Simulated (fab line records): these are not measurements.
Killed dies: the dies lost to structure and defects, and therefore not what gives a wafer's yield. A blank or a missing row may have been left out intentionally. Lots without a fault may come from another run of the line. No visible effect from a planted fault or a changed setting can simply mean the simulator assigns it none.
Chamber matching ; flow gf180mcu ; GF_V2_CVD_02 on pecvd-03: 3 sister chambers
The step deposits SiO2 from TEOS, target thk 850 nm, time 94.851 s. 16 wafers are shown with their chamber, then 8 later ones without.

WAFERS, EACH WITH ITS CHAMBER
wafer;chamber;heater-power-w (W)
L803.1;0;588
L803.2;1;470
L803.6;2;682
L808.1;0;574
L808.2;1;560
L808.6;1;447
L810.1;1;555
L810.5;0;544
L810.6;1;429
L815.2;0;651
L815.5;1;562
L815.6;2;753
L817.1;0;701
L817.3;1;485
L817.6;2;659
L821.2;0;594

SIGNATURES (means of the wafers above)
reading;chamber 0;chamber 1;chamber 2;scatter within a chamber
heater-power-w;608.67;501.14;698.00;55.9
Rule: a wafer's distance from a chamber is the root of the sum, over the readings, of the square of ((its reading less the chamber's mean) divided by the reading's scatter). The wafer belongs to the nearest chamber; if the next one is less than 2 further off, it can't be placed. The scatter: the root of (the sum of the squares of (reading less its chamber's mean) over the shown wafers, divided by (wafers less chambers)).

WAFERS WHOSE CHAMBER IS MISSING
wafer;heater-power-w (W)
L821.4;553
L821.6;663
L822.1;540
L822.3;659
L822.5;775
L823.2;826
L823.4;656
L823.5;633

WHICH CHAMBER EACH WENT THROUGH
wafer;from the rows above;in truth
L821.4;can't be placed: 1 or 0 or 2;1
L821.6;can't be placed: 2 or 0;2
L822.1;can't be placed: 1 or 0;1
L822.3;can't be placed: 2 or 0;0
L822.5;can't be placed: 2 or 0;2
L823.2;can't be placed: 2 or 0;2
L823.4;can't be placed: 2 or 0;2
L823.5;can't be placed: 0 or 2 or 1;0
0 of 8 placed correctly. Cannot be placed on the basis of these rows: 8; the candidates contain the true chamber in 8. Number placed wrongly: 0.
